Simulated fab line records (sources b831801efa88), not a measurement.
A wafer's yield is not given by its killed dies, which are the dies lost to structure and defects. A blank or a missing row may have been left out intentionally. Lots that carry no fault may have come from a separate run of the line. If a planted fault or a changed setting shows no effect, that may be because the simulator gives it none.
Which tool is to blame? / flow sky130 / 13 lots, 39 wafers sampled, at 6 steps of a route of 708

== WHAT THE GAUGES READ, wafer by wafer ==
SKY_FIELD_ISO_THK_MEAS_23. Usual: FIELD_ISO_OXIDATION_01_THK gives 10.01 nm (standard deviation 0.18).
lot=L323; measured=day 2 12:34; on=filmMetro-01; FIELD_ISO_OXIDATION_01_THK (nm)=10.23 10.31 10.18; flag=
lot=L324; measured=day 2 16:31; on=filmMetro-04; FIELD_ISO_OXIDATION_01_THK (nm)=10.15 10.11 10.09; flag=
lot=L327; measured=day 3 07:57; on=filmMetro-03; FIELD_ISO_OXIDATION_01_THK (nm)=9.90 10.07 9.96; flag=
lot=L328; measured=day 3 17:28; on=filmMetro-03; FIELD_ISO_OXIDATION_01_THK (nm)=10.18 10.16 10.11; flag=
lot=L332; measured=day 4 12:27; on=filmMetro-04; FIELD_ISO_OXIDATION_01_THK (nm)=10.03 10.18 9.97; flag=
lot=L333; measured=day 4 16:59; on=filmMetro-03; FIELD_ISO_OXIDATION_01_THK (nm)=9.92 10.03 9.93; flag=
lot=L338; measured=day 5 18:12; on=filmMetro-03; FIELD_ISO_OXIDATION_01_THK (nm)=10.14 10.06 10.00; flag=
lot=L339; measured=day 5 23:26; on=filmMetro-03; FIELD_ISO_OXIDATION_01_THK (nm)=9.99 10.03 9.77; flag=
lot=L340; measured=day 6 05:20; on=filmMetro-01; FIELD_ISO_OXIDATION_01_THK (nm)=10.05 10.02 9.87; flag=
lot=L341; measured=day 6 09:06; on=filmMetro-04; FIELD_ISO_OXIDATION_01_THK (nm)=10.14 10.31 10.06; flag=
lot=L343; measured=day 6 22:59; on=filmMetro-01; FIELD_ISO_OXIDATION_01_THK (nm)=9.44 9.79 9.64; flag=
lot=L344; measured=day 7 05:12; on=filmMetro-04; FIELD_ISO_OXIDATION_01_THK (nm)=10.01 10.10 10.38; flag=
lot=L345; measured=day 7 10:36; on=filmMetro-03; FIELD_ISO_OXIDATION_01_THK (nm)=9.84 9.77 9.74; flag=

SKY_DNWELL_TW_MEAS_09. Usual: DNWELL_TW gives 1120 (standard deviation 9).
lot=L323; measured=day 3 09:23; on=filmMetro-02; DNWELL_TW=1130 1128 1125; flag=
lot=L324; measured=day 3 12:38; on=filmMetro-01; DNWELL_TW=1112 1107 1102; flag=
lot=L327; measured=day 4 05:11; on=filmMetro-01; DNWELL_TW=1127 1122 1122; flag=
lot=L328; measured=day 4 15:30; on=filmMetro-01; DNWELL_TW=30 30 30; flag=OFF
lot=L332; measured=day 5 10:04; on=filmMetro-02; DNWELL_TW=1134 1132 1132; flag=
lot=L333; measured=day 5 16:23; on=filmMetro-01; DNWELL_TW=1121 1113 1116; flag=
lot=L338; measured=day 6 17:10; on=filmMetro-02; DNWELL_TW=1126 1129 1132; flag=
lot=L339; measured=day 7 00:19; on=filmMetro-04; DNWELL_TW=1110 1113 1112; flag=
lot=L340; measured=day 7 05:31; on=filmMetro-02; DNWELL_TW=1130 1135 1131; flag=
lot=L341; measured=day 7 08:59; on=filmMetro-02; DNWELL_TW=1133 1133 1137; flag=
lot=L343; measured=day 7 22:50; on=filmMetro-01; DNWELL_TW=1118 1111 1116; flag=
lot=L344; measured=day 8 09:07; on=filmMetro-04; DNWELL_TW=1114 1106 1113; flag=
lot=L345; measured=day 8 13:35; on=filmMetro-04; DNWELL_TW=1119 1115 1117; flag=

SKY_PWDE_OVL_MEAS_07. Usual: PWDE_OVL gives -0.1 nm (standard deviation 1.2).
lot=L323; measured=day 4 01:04; on=overlay-01; PWDE_OVL (nm)=1.3 0.8 0.7; flag=
lot=L324; measured=day 4 03:59; on=overlay-02; PWDE_OVL (nm)=1.4 1.1 -0.6; flag=
lot=L327; measured=day 4 22:04; on=overlay-02; PWDE_OVL (nm)=1.0 -1.7 -1.5; flag=
lot=L328; measured=day 5 08:08; on=overlay-01; PWDE_OVL (nm)=-0.7 -0.2 -0.4; flag=
lot=L332; measured=day 6 03:35; on=overlay-02; PWDE_OVL (nm)=-0.8 -1.1 -2.7; flag=
lot=L333; measured=day 6 10:13; on=overlay-01; PWDE_OVL (nm)=2.1 -0.1 1.7; flag=
lot=L338; measured=day 7 11:53; on=overlay-01; PWDE_OVL (nm)=-1.0 0.2 -1.4; flag=
lot=L339; measured=day 7 19:19; on=overlay-02; PWDE_OVL (nm)=-0.7 -1.4 -3.9; flag=
lot=L340; measured=day 8 01:26; on=overlay-01; PWDE_OVL (nm)=0.5 -0.9 -0.8; flag=
lot=L341; measured=day 8 04:28; on=overlay-01; PWDE_OVL (nm)=1.3 1.1 2.4; flag=
lot=L343; measured=day 8 20:20; on=overlay-01; PWDE_OVL (nm)=1.8 -0.1 -0.3; flag=
lot=L344; measured=day 9 06:10; on=overlay-01; PWDE_OVL (nm)=-1.7 1.3 1.7; flag=
lot=L345; measured=day 9 11:13; on=overlay-02; PWDE_OVL (nm)=-1.6 1.9 2.2; flag=

SKY_PWDE_TW_MEAS_10. Usual: PWDE_TW gives 374.4 (standard deviation 2.7).
lot=L323; measured=day 4 01:21; on=filmMetro-01; PWDE_TW=374.3 374.1 375.5; flag=
lot=L324; measured=day 4 04:17; on=filmMetro-01; PWDE_TW=377.1 374.7 373.2; flag=
lot=L327; measured=day 4 22:20; on=filmMetro-02; PWDE_TW=377.2 376.3 376.9; flag=
lot=L328; measured=day 5 08:26; on=filmMetro-04; PWDE_TW=1114.8 1118.8 1115.3; flag=OFF
lot=L332; measured=day 6 03:53; on=filmMetro-01; PWDE_TW=373.2 372.5 373.6; flag=
lot=L333; measured=day 6 10:29; on=filmMetro-01; PWDE_TW=373.2 373.2 371.2; flag=
lot=L338; measured=day 7 12:17; on=filmMetro-01; PWDE_TW=373.3 373.5 373.3; flag=
lot=L339; measured=day 7 19:37; on=filmMetro-01; PWDE_TW=373.1 374.1 374.9; flag=
lot=L340; measured=day 8 01:43; on=filmMetro-01; PWDE_TW=372.5 369.6 370.7; flag=
lot=L341; measured=day 8 04:44; on=filmMetro-01; PWDE_TW=372.3 371.7 372.0; flag=
lot=L343; measured=day 8 20:37; on=filmMetro-01; PWDE_TW=371.8 371.2 373.3; flag=
lot=L344; measured=day 9 06:26; on=filmMetro-02; PWDE_TW=376.2 378.9 375.6; flag=
lot=L345; measured=day 9 11:30; on=filmMetro-04; PWDE_TW=374.3 374.0 371.2; flag=

SKY_VT_ADJUST_HVTP_TW_MEAS_11. Usual: VT_ADJUST_HVTP_TW gives 1366 (standard deviation 9.1).
lot=L323; measured=day 6 07:34; on=filmMetro-02; VT_ADJUST_HVTP_TW=1377 1374 1382; flag=
lot=L324; measured=day 6 10:07; on=filmMetro-02; VT_ADJUST_HVTP_TW=1387 1372 1386; flag=
lot=L327; measured=day 7 07:16; on=filmMetro-02; VT_ADJUST_HVTP_TW=1375 1361 1368; flag=
lot=L328; measured=day 7 17:24; on=filmMetro-02; VT_ADJUST_HVTP_TW=1368 1369 1373; flag=
lot=L332; measured=day 8 16:49; on=filmMetro-03; VT_ADJUST_HVTP_TW=1356 1359 1357; flag=
lot=L333; measured=day 8 23:58; on=filmMetro-02; VT_ADJUST_HVTP_TW=1359 1366 1361; flag=
lot=L338; measured=day 10 04:44; on=filmMetro-04; VT_ADJUST_HVTP_TW=1363 1375 1360; flag=
lot=L339; measured=day 10 13:09; on=filmMetro-03; VT_ADJUST_HVTP_TW=1362 1364 1365; flag=
lot=L340; measured=day 10 20:08; on=filmMetro-02; VT_ADJUST_HVTP_TW=1365 1363 1364; flag=
lot=L341; measured=day 11 01:20; on=filmMetro-03; VT_ADJUST_HVTP_TW=1372 1364 1360; flag=
lot=L343; measured=day 11 18:41; on=filmMetro-04; VT_ADJUST_HVTP_TW=1355 1353 1355; flag=
lot=L344; measured=day 12 06:13; on=filmMetro-04; VT_ADJUST_HVTP_TW=1376 1369 1375; flag=
lot=L345; measured=day 12 10:59; on=filmMetro-02; VT_ADJUST_HVTP_TW=1357 1361 1371; flag=

== EACH LOT AND THE TOOL THAT RAN IT (in order: tool; ch and the chambers of the sampled wafers; start) ==
lot=L323; SKY_DNWELL_EXPOSE_04=ilineStepper-02 ch 0, day 3 00:59
lot=L324; SKY_DNWELL_EXPOSE_04=ilineStepper-02 ch 0, day 3 05:08
lot=L327; SKY_DNWELL_EXPOSE_04=ilineStepper-02 ch 0, day 3 22:10
lot=L328; SKY_DNWELL_EXPOSE_04=ilineStepper-02 ch 0, day 4 07:05
lot=L332; SKY_DNWELL_EXPOSE_04=ilineStepper-02 ch 0, day 5 00:56
lot=L333; SKY_DNWELL_EXPOSE_04=ilineStepper-01 ch 0, day 5 07:19
lot=L338; SKY_DNWELL_EXPOSE_04=ilineStepper-01 ch 0, day 6 08:16
lot=L339; SKY_DNWELL_EXPOSE_04=ilineStepper-01 ch 0, day 6 14:50
lot=L340; SKY_DNWELL_EXPOSE_04=ilineStepper-01 ch 0, day 6 19:29
lot=L341; SKY_DNWELL_EXPOSE_04=ilineStepper-02 ch 0, day 6 23:26
lot=L343; SKY_DNWELL_EXPOSE_04=ilineStepper-01 ch 0, day 7 12:49
lot=L344; SKY_DNWELL_EXPOSE_04=ilineStepper-01 ch 0, day 7 22:32
lot=L345; SKY_DNWELL_EXPOSE_04=ilineStepper-01 ch 0, day 8 03:25
- SKY_DNWELL_EXPOSE_04: exposes mask DNM, target cd 3000 nm.

== WHAT THE TOOLS THEMSELVES READ (means of the sampled wafers that have a number; where no wafer has one, the mark that the record gives instead) ==
The record holds no such reading with a usual standard deviation.

== THE ANSWER, worked out from the rows above alone ==
Rule: take the mean of a lot's wafers that have a number; if it is more than 3 standard deviations from the usual mean, the lot is off. A lot without any number at a reading at which 4 lots or more have one is off too. The other lots that the step has rows for count as sound. First the gauges in route order, then the tools' own readings, where a lot's mean is used as printed above. At the first step where some lot is off, the reading lying furthest off is the one used; lots without a number count as furthest.
Off: L328, seen at SKY_DNWELL_TW_MEAS_09 (DNWELL_TW).
A tool fits if, at a process step before that reading, it ran every lot that is off, and no sound lot after the first of them. Not tried: the gauges at SKY_DNWELL_TW_MEAS_09; whatever is off there is also off at SKY_PWDE_TW_MEAS_10, on other tools, and gauge error can't account for it. No candidate that was tried fits.

== WHAT THE SIMULATOR HAD INSERTED ==
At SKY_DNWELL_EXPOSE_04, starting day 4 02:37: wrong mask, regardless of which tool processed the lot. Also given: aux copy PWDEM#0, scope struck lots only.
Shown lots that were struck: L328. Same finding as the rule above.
